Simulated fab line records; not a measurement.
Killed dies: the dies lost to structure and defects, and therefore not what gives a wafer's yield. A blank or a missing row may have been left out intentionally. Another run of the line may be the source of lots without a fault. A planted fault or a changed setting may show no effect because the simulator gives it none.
fab line records	flow sky130
record: lots: 11	wafers: 33	last_day: 50
route steps=708 shown VIA1@478 METAL2@503 VIA2@522 CAPM@537
lots untouched by any fault: they come from a run of this same line in which no faults occurred
start_h: hours from the record's opening day to when the first of the lot's shown wafers began	wait_h: time in hours since the lot's previous step	" repeats the value in the row above	L1.1+2: a single row standing in for several wafers	- either no value or no given start	* or withheld: withheld	< > ~ a bound
route shown NAME@n: a module of which the file shows steps, and the number in the route of the first	usual: mean/standard deviation taken from wafers without a fault	same: alike in all rows	chamber/n: place in a boat	sites: per-site readings	_std_site: the standard deviation of these	_edge_site: inner sites' mean taken away from outer sites' mean	radius_mm: how far each site lies from the wafer's centre	mask NAME#n: copy n	behind: tool/chamber where the wafer was last shaped	hold: the reason the lot was held/the length of the hold in hours/how it ended	device: the transistor (n, p or np) that didn't switch	end of line: tests run on the same wafers once the route is complete	step lacking rows: just its recipe	killed: dies that structure and defects cost at the first sort, which is not the same as the wafer's yield	map: a wafer's dies, x killed, . not, _ none there
set.NAME: the run value of the setting; set.NAME@STEP: its run value at that earlier step	model.NAME: the simulator's own value behind a step, which no gauge read
the route's steps for a sample of lots (tables are steps, rows are wafers)
services: a tool's chamber out of use, with start hour (start_h, from the record's first day; less than 0 if before it), hours out, and reason
== steps ==
step: SKY_VIA1_SPUTTER_20
recipe: material: TiN	target_thk_nm: 20	chamber_pressure_pa: 5	power_w: 4000	time_s: 80
usual: chamber_pressure_pa: 5.000/0.01	throttle_valve_pct: 29.9/1
lot.wafer	tool	chamber	start_h	wait_h	chamber_pressure_pa	throttle_valve_pct
L872.1	pvd_sputter-02	-	837.26	0.1	4.993	31.9
L872.2	"	-	"	"	5.002	29.7
L872.3	"	-	"	"	4.971	29.2
L875.2	pvd_sputter-02	-	837.91	0.0	4.977	31.1
L875.3	"	-	"	"	5.006	29.5
L875.5	"	-	"	"	5.004	30.0
L874.2	pvd_sputter-03	-	838.35	0.0	5.000	31.3
L874.4	"	-	"	"	5.015	29.4
L874.6	"	-	"	"	5.007	29.5
L881.1	pvd_sputter-03	-	890.09	0.0	4.998	28.5
L881.2	"	-	"	"	4.989	30.8
L881.6	"	-	"	"	5.003	29.3
L884.3	pvd_sputter-03	-	891.24	0.0	4.983	30.8
L884.4	"	-	"	"	4.981	29.3
L884.6	"	-	"	"	4.992	29.6
L883.1	pvd_sputter-01	-	894.32	0.0	4.998	28.4
L883.4	"	-	"	"	4.987	30.1
L883.5	"	-	"	"	4.995	29.4
L888.2	pvd_sputter-03	-	917.95	0.0	5.007	29.3
L888.5	"	-	"	"	4.995	31.2
L888.6	"	-	"	"	4.980	30.6
L890.1	pvd_sputter-02	-	939.66	0.0	4.997	29.1
L890.3	"	-	"	"	4.999	29.8
L890.6	"	-	"	"	5.005	29.7
L892.3	pvd_sputter-01	-	947.49	0.0	5.014	29.4
L892.5	"	-	"	"	4.990	30.0
L892.6	"	-	"	"	4.995	29.3
L891.2	pvd_sputter-03	-	949.14	0.0	5.007	28.5
L891.4	"	-	"	"	4.983	30.5
L891.5	"	-	"	"	4.986	29.4
L894.2	pvd_sputter-02	-	949.80	0.0	4.998	29.9
L894.4	"	-	"	"	5.003	31.3
L894.6	"	-	"	"	5.005	29.3
step: SKY_METAL2_STRIP_20
recipe: chemistry: O2/N2	power_w: 1400	pressure_mtorr: 1500	platen_temp_c: withheld	o2_flow_sccm: 3000	n2_flow_sccm: 300	overash_fraction: 0.5
usual: drypump_motor_current_A: 5.7/0.32	oes_product_au: 0.342/0.0054	strip_time_to_endpoint_s: 2.67/0.055
lot.wafer	tool	chamber	start_h	wait_h	drypump_motor_current_A	oes_product_au	rf_hours_counter_h	strip_time_to_endpoint_s
L872.1	plasma_asher-03	0	864.96	0.1	6.0	0.351	71	2.66
L872.2	"	1	"	"	5.3	0.340	71	2.62
L872.3	"	0	"	"	6.1	0.340	-	2.64
L875.2	plasma_asher-02	0	865.31	0.1	5.3	0.344	105	2.68
L875.3	"	1	"	"	6.2	0.343	-	2.68
L875.5	"	1	"	"	6.2	0.345	-	2.79
L874.2	plasma_asher-03	0	865.66	0.1	6.0	0.340	72	2.63
L874.4	"	1	"	"	5.3	0.342	-	2.73
L874.6	"	1	"	"	5.3	0.344	-	2.68
L881.1	plasma_asher-01	0	916.07	0.1	5.8	0.333	49	2.58
L881.2	"	1	"	"	5.7	0.347	49	2.66
L881.6	"	1	"	"	5.7	0.341	-	2.62
L884.3	plasma_asher-01	1	917.12	0.1	5.7	0.342	-	2.64
L884.4	"	0	"	"	5.8	0.343	-	2.73
L884.6	"	1	"	"	5.7	0.344	-	2.72
L883.1	plasma_asher-01	1	921.21	0.1	5.7	0.337	49	2.66
L883.4	"	1	"	"	5.7	0.349	-	2.67
L883.5	"	0	"	"	5.9	0.337	-	2.71
L888.2	plasma_asher-01	1	944.76	0.1	5.6	0.345	52	2.67
L888.5	"	0	"	"	5.8	0.337	-	2.69
L888.6	"	1	"	"	5.6	0.339	-	2.70
L890.1	plasma_asher-03	0	965.01	0.1	6.0	0.336	81	2.67
L890.3	"	1	"	"	5.3	0.346	-	2.65
L890.6	"	0	"	"	6.0	0.347	-	2.65
L892.3	plasma_asher-02	1	973.45	0.1	6.1	0.353	-	2.81
L892.5	"	1	"	"	6.2	0.340	-	2.64
L892.6	"	0	"	"	5.3	0.339	-	2.78
L891.2	plasma_asher-03	1	975.14	0.1	5.3	0.343	82	2.63
L891.4	"	0	"	"	6.1	0.339	-	2.64
L891.5	"	1	"	"	5.3	0.337	-	2.66
L894.2	plasma_asher-03	0	976.27	0.1	6.0	0.348	83	2.64
L894.4	"	1	"	"	5.3	0.337	-	2.63
L894.6	"	0	"	"	6.0	0.339	-	2.64
step: SKY_VIA2_ETCH_15
recipe: target: SiO2	chemistry: C4F8/O2/Ar	target_depth_nm: 546	stop_on: TiN	mask_material: KrF-thick	source_w: 1500	bias_w: 1200	pressure_mtorr: 40	c4f8_flow_sccm: withheld	O2_flow_sccm: 6	Ar_flow_sccm: 300	time_s: 84
usual: oes_product_au: 0.940/0.0048	rf_fwd_power_W: 1488/5
lot.wafer	tool	chamber	start_h	wait_h	oes_product_au	rf_fwd_power_W	rf_hours_counter_h
L872.1	rie_diel-03	0	891.80	0.0	0.935	1492	1
L872.2	"	2	"	"	0.936	1488	15
L872.3	"	0	"	"	0.935	1486	-
L875.2	rie_diel-03	0	892.38	0.0	0.942	1727	1
L875.3	"	2	"	"	0.943	1728	-
L875.5	"	2	"	"	0.935	1729	-
L874.2	rie_diel-03	0	892.87	0.0	0.933	1734	1
L874.4	"	0	"	"	0.944	1733	-
L874.6	"	2	"	"	0.939	1723	-
L881.1	rie_diel-02	0	942.66	0.0	0.945	1498	9
L881.2	"	3	"	"	0.941	1492	8
L881.6	"	0	"	"	0.933	1499	-
L884.3	rie_diel-01	2	943.31	0.0	0.941	1480	1
L884.4	"	3	"	"	0.946	1492	2
L884.6	"	1	"	"	0.940	1484	-
L883.1	rie_diel-01	3	947.77	0.0	0.930	1494	2
L883.4	"	0	"	"	0.943	1483	24
L883.5	"	0	"	"	0.941	1482	-
L888.2	rie_diel-01	2	970.19	0.0	0.940	1482	1
L888.5	"	1	"	"	0.942	1482	-
L888.6	"	3	"	"	0.941	1492	-
L890.1	rie_diel-03	3	990.03	0.0	0.941	1481	0
L890.3	"	1	"	"	0.949	1493	2
L890.6	"	0	"	"	0.949	1493	-
L892.3	rie_diel-01	2	998.91	0.0	0.939	1487	3
L892.5	"	2	"	"	0.940	1484	-
L892.6	"	3	"	"	0.945	1490	-
L891.2	rie_diel-01	0	1000.06	0.0	0.944	1481	1
L891.4	"	0	"	"	0.945	1486	-
L891.5	"	2	"	"	0.942	1482	-
L894.2	rie_diel-01	0	1001.03	0.0	0.939	1491	1
L894.4	"	2	"	"	0.936	1485	-
L894.6	"	3	"	"	0.946	1480	-
step: SKY_VIA2_STRIP_16
recipe: chemistry: O2/N2	power_w: 1400	pressure_mtorr: 1500	platen_temp_c: withheld	o2_flow_sccm: 3000	n2_flow_sccm: 300	overash_fraction: 0.5
usual: drypump_motor_current_A: 5.7/0.38	oes_product_au: 0.399/0.0047	strip_time_to_endpoint_s: 4.06/0.03
lot.wafer	tool	chamber	start_h	wait_h	drypump_motor_current_A	oes_product_au	rf_hours_counter_h	strip_time_to_endpoint_s
L872.1	plasma_asher-02	1	891.90	0.1	6.2	0.392	107	4.04
L872.2	"	0	"	"	5.3	0.390	107	4.12
L872.3	"	1	"	"	6.2	0.399	-	4.04
L875.2	plasma_asher-04	0	892.48	0.1	5.6	0.401	15	3.93
L875.3	"	1	"	"	6.0	0.399	-	4.03
L875.5	"	1	"	"	6.0	0.394	-	4.02
L874.2	plasma_asher-02	1	892.93	0.0	6.2	0.387	107	3.93
L874.4	"	0	"	"	5.3	0.392	-	3.90
L874.6	"	1	"	"	6.2	0.397	-	4.01
L881.1	plasma_asher-03	1	942.72	0.0	5.3	0.395	79	4.06
L881.2	"	0	"	"	6.0	0.396	79	4.06
L881.6	"	0	"	"	6.0	0.398	-	4.06
L884.3	plasma_asher-04	1	943.41	0.1	6.0	0.399	-	4.05
L884.4	"	0	"	"	5.6	0.400	-	4.07
L884.6	"	0	"	"	5.6	0.405	-	4.03
L883.1	plasma_asher-02	1	947.83	0.0	6.2	0.397	112	4.02
L883.4	"	1	"	"	6.2	0.402	-	4.05
L883.5	"	1	"	"	6.2	0.396	-	4.06
L888.2	plasma_asher-04	1	970.25	0.0	6.0	0.402	23	4.07
L888.5	"	1	"	"	6.0	0.399	-	4.04
L888.6	"	0	"	"	5.6	0.398	-	4.03
L890.1	plasma_asher-03	0	990.09	0.0	6.0	0.403	83	4.10
L890.3	"	0	"	"	6.1	0.395	-	4.07
L890.6	"	1	"	"	5.3	0.394	-	3.99
L892.3	plasma_asher-02	0	999.01	0.1	5.3	0.395	-	4.05
L892.5	"	1	"	"	6.2	0.401	-	4.08
L892.6	"	0	"	"	5.3	0.391	-	4.04
L891.2	plasma_asher-02	1	1000.13	0.0	6.2	0.406	118	4.10
L891.4	"	1	"	"	6.2	0.404	-	4.08
L891.5	"	0	"	"	5.3	0.404	-	4.07
L894.2	plasma_asher-02	0	1001.09	0.0	5.3	0.409	118	4.10
L894.4	"	1	"	"	6.2	0.395	-	4.08
L894.6	"	1	"	"	6.2	0.403	-	4.04
step: SKY_CAPM_CVD_00
recipe: material: SiO2	target_thk_nm: 15.5	temp_c: 400	time_s: withheld	rf_w: 450
usual: heater_power_w: 686/76
lot.wafer	tool	chamber	start_h	wait_h	heater_power_w
L872.1	pecvd-02	0	893.31	0.0	795
L872.2	"	1	"	"	762
L872.3	"	2	"	"	762
L875.2	pecvd-01	0	893.90	0.0	858
L875.3	"	1	"	"	654
L875.5	"	0	"	"	845
L874.2	pecvd-03	0	894.60	0.0	562
L874.4	"	1	"	"	669
L874.6	"	0	"	"	585
L881.1	pecvd-03	0	944.91	0.0	671
L881.2	"	1	"	"	659
L881.6	"	2	"	"	660
L884.3	pecvd-01	1	945.81	0.0	676
L884.4	"	2	"	"	740
L884.6	"	1	"	"	657
L883.1	pecvd-02	2	950.91	0.0	723
L883.4	"	0	"	"	784
L883.5	"	2	"	"	748
L888.2	pecvd-03	2	971.67	0.0	656
L888.5	"	1	"	"	735
L888.6	"	2	"	"	677
L890.1	pecvd-02	1	991.68	0.0	712
L890.3	"	0	"	"	765
L890.6	"	1	"	"	705
L892.3	pecvd-01	1	1000.48	0.0	629
L892.5	"	2	"	"	673
L892.6	"	0	"	"	764
L891.2	pecvd-01	0	1001.79	0.0	855
L891.4	"	0	"	"	810
L891.5	"	2	"	"	646
L894.2	pecvd-03	0	1002.52	0.0	564
L894.4	"	0	"	"	568
L894.6	"	0	"	"	564
== services ==
tool	chamber	start_h	hours	kind
rie_diel-01	0	818.67	2.6	repair
rie_diel-03	0	819.31	15.5	repair
pecvd-02	-	823.08	1.5	repair
rie_diel-01	-	834.74	72.6	repair
plasma_asher-02	-	838.66	14.6	pm
rie_diel-03	2	841.98	2.6	repair
plasma_asher-04	-	849.67	3.8	repair
rie_diel-01	2	855.89	3.1	repair
pecvd-01	-	867.20	0.6	repair
pecvd-01	1	873.34	3.5	repair
plasma_asher-01	-	875.50	1.4	repair
rie_diel-01	2	882.26	4.1	repair
plasma_asher-04	-	899.54	2.0	repair
pvd_sputter-02	-	908.35	4.1	repair
rie_diel-03	-	908.44	2.8	pm
plasma_asher-02	-	913.32	2.1	repair
rie_diel-03	-	933.19	0.7	repair
rie_diel-01	0	938.78	3.4	repair
plasma_asher-03	-	949.01	3.4	repair
rie_diel-01	3	953.55	3.7	repair
pvd_sputter-03	-	962.79	1.5	repair
pecvd-03	0	965.87	23.6	repair
pvd_sputter-03	-	968.51	6.8	repair
rie_diel-01	1	983.50	44.0	repair
== key ==
first_sign: step: SKY_VIA2_ETCH_15	reading: rf_fwd_power_W	direction: up	sigmas: 48	usual: 1488	struck: 1729
effect: step: SKY_VIA2_STRIP_16	reading: strip_time_to_endpoint_s	direction: down	sigmas: 2.8	usual: *	struck: *
met_at SKY_VIA2_ETCH_15
struck_lots L874,L875
not_acting_at SKY_VIA1_SPUTTER_20,SKY_METAL2_STRIP_20,SKY_CAPM_CVD_00
onset_between 891.80 892.38
fault: kind: process_parameter_drift	tool: rie_diel-03	chamber: -	onset_h: 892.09	steps: SKY_VIA2_ETCH_15	channel: source_w	offset: 240	shape: step	end_h: 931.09	acts_in: these_recipes_only	stated: 1500
